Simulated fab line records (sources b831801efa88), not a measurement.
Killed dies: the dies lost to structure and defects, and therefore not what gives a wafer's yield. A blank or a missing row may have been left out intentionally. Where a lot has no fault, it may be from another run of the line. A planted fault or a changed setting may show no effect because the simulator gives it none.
Shared-tool check    flow gf180mcu    39 wafers sampled across 13 lots

REASON IT WAS OPENED
3 of 13 lots carry a flag on the reading SAB_CVD_00_THK at GF_SAB_THK_MEAS_01. Fault-free wafers read 49.9 nm, with a standard deviation of 0.64.
Rule: flag the lot when none of its wafers has a number, or when each of its wafers that has one lies beyond 4 standard deviations from that mean. As for the other lots, they are considered sound.

lot   measured      on             SAB_CVD_00_THK (nm), wafer by wafer  flag
L637  day 14 09:13  film-metro-04  49.4 49.6 50.5                       
L638  day 14 14:34  film-metro-03  50.1 50.6 50.7                       
L640  day 15 15:20  film-metro-04  49.3 49.6 49.9                       
L641  day 15 20:27  film-metro-02  50.3 49.7 50.2                       
L644  day 16 16:04  film-metro-02  100.4 99.7 101.6                     FLAGGED
L645  day 16 22:03  film-metro-02  49.4 49.5 49.9                       
L647  day 18 02:37  film-metro-04  99.1 100.9 100.6                     FLAGGED
L649  day 18 08:47  film-metro-03  99.4 97.7 99.1                       FLAGGED
L650  day 18 22:23  film-metro-04  49.6 49.4 49.8                       
L655  day 20 12:41  film-metro-02  49.4 49.0 49.7                       
L656  day 21 04:51  film-metro-02  49.4 48.5 50.2                       
L659  day 21 18:59  film-metro-03  50.8 50.4 50.0                       
L660  day 22 04:23  film-metro-03  50.2 51.4 50.7                       
On average the flagged lots' numbers are 99.8 nm, which is +49.9 nm against the usual, or +78 standard deviations.

EACH LOT AND THE TOOL IT RAN ON
The record holds 1 process step before the reading, out of a route of 602 steps. Each cell gives the tool, then ch followed by the chambers the sampled wafers passed through, then the start.
lot   flag     GF_SAB_CVD_00
L637           pecvd-03 ch 0,1,2, day 14 09:11
L638           pecvd-03 ch 0,2, day 14 14:32
L640           pecvd-04 ch 0,1, day 15 15:19
L641           pecvd-03 ch 0,1, day 15 20:26
L644  FLAGGED  pecvd-03 ch 0,2, day 16 15:52
L645           pecvd-04 ch 0,1, day 16 22:01
L647  FLAGGED  pecvd-03 ch 0,2, day 18 02:24
L649  FLAGGED  pecvd-02 ch 1,2, day 18 08:35
L650           pecvd-02 ch 1,2, day 18 22:22
L655           pecvd-02 ch 0,1,2, day 20 12:40
L656           pecvd-02 ch 0,1, day 21 04:50
L659           pecvd-02 ch 0,1,2, day 21 18:58
L660           pecvd-03 ch 0,1,2, day 22 04:20
What is done by these steps:
- GF_SAB_CVD_00: deposits SiO2 from TEOS, target thk 50 nm, time 4.9302 s.
- GF_SAB_THK_MEAS_01

FLAGGED AGAINST TOTAL, ONE TOOL AT A TIME (gauges that did the reading follow at the end)
step                tool           lots run  flagged  share of the flagged lots  sound lots run after its first flagged lot
GF_SAB_CVD_00       pecvd-02       5         1        some                       4 (L650,L655,L656,L659)
GF_SAB_CVD_00       pecvd-03       6         2        some                       1 (L660)
GF_SAB_CVD_00       pecvd-04       2         0        none                       -
GF_SAB_THK_MEAS_01  film-metro-02  5         1        some                       3 (L645,L655,L656)
GF_SAB_THK_MEAS_01  film-metro-03  4         1        some                       2 (L659,L660)
GF_SAB_THK_MEAS_01  film-metro-04  4         1        some                       1 (L650)

WHAT THE TABLE ALLOWS
No row of the table ran every flagged lot.

WHAT THE SIMULATOR HAD PUT IN
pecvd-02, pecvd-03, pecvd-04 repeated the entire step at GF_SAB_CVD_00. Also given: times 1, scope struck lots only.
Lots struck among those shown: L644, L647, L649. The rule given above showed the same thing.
